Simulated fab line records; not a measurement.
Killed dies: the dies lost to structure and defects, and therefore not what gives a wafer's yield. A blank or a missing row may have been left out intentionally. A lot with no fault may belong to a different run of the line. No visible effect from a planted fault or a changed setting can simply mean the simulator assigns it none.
Chamber matching || flow gf180mcu || GF_V2_ETCH_16 on rieDiel-03 has 4 sister chambers
The step etches BARC in N2/H2. 8 wafers are shown with their chamber, then 8 later ones without.

## WAFERS WITH THEIR CHAMBER
{"wafer": "L080.6", "chamber": 2, "drypumpMotorCurrentA (A)": 4.7, "oesProductAu (a.u.)": 0.864}
{"wafer": "L085.1", "chamber": 0, "drypumpMotorCurrentA (A)": 6.3, "oesProductAu (a.u.)": 0.858}
{"wafer": "L085.4", "chamber": 1, "drypumpMotorCurrentA (A)": 5.3, "oesProductAu (a.u.)": 0.861}
{"wafer": "L085.6", "chamber": 1, "drypumpMotorCurrentA (A)": 5.3, "oesProductAu (a.u.)": 0.851}
{"wafer": "L086.3", "chamber": 0, "drypumpMotorCurrentA (A)": 6.3, "oesProductAu (a.u.)": 0.844}
{"wafer": "L086.5", "chamber": 3, "drypumpMotorCurrentA (A)": 5.2, "oesProductAu (a.u.)": 0.850}
{"wafer": "L086.6", "chamber": 2, "drypumpMotorCurrentA (A)": 4.7, "oesProductAu (a.u.)": 0.860}
{"wafer": "L088.1", "chamber": 3, "drypumpMotorCurrentA (A)": 5.3, "oesProductAu (a.u.)": 0.855}

## WAFERS WHOSE CHAMBER IS MISSING
{"wafer": "L088.2", "drypumpMotorCurrentA (A)": 4.7, "oesProductAu (a.u.)": 0.854}
{"wafer": "L088.3", "drypumpMotorCurrentA (A)": 6.3, "oesProductAu (a.u.)": 0.841}
{"wafer": "L088.4", "drypumpMotorCurrentA (A)": 5.3, "oesProductAu (a.u.)": 0.862}
{"wafer": "L088.5", "drypumpMotorCurrentA (A)": 5.4, "oesProductAu (a.u.)": 0.851}
{"wafer": "L088.6", "drypumpMotorCurrentA (A)": 4.7, "oesProductAu (a.u.)": 0.862}
{"wafer": "L092.2", "drypumpMotorCurrentA (A)": 6.3, "oesProductAu (a.u.)": 0.856}
{"wafer": "L092.3", "drypumpMotorCurrentA (A)": 4.7, "oesProductAu (a.u.)": 0.854}
{"wafer": "L092.6", "drypumpMotorCurrentA (A)": 4.7, "oesProductAu (a.u.)": 0.850}

## WHICH CHAMBER EACH ONE RAN IN
{"wafer": "L088.2", "from the rows above": 2, "in truth": 2}
{"wafer": "L088.3", "from the rows above": 0, "in truth": 0}
{"wafer": "L088.4", "from the rows above": "can't be placed: 1 or 3", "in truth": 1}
{"wafer": "L088.5", "from the rows above": "can't be placed: 1 or 3", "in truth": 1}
{"wafer": "L088.6", "from the rows above": 2, "in truth": 2}
{"wafer": "L092.2", "from the rows above": 0, "in truth": 0}
{"wafer": "L092.3", "from the rows above": 2, "in truth": 2}
{"wafer": "L092.6", "from the rows above": 2, "in truth": 2}
6 of 8 placed correctly. Cannot be placed on the basis of these rows: 2; the candidates contain the true chamber in 2. Wrongly placed: 0.
How it was worked out, from the rows above alone: a wafer's distance from a chamber is the root of the sum, over the readings, of the square of ((its reading less the chamber's mean) divided by the reading's scatter). If the next closest chamber is less than 2 further off than the closest, the wafer can't be placed; otherwise it belongs to the closest. The mean given for a chamber averages the wafers shown for that chamber. The scatter is the square root of a quotient: the sum, over the shown wafers, of each reading's squared deviation from its chamber's mean, divided by wafers minus chambers.
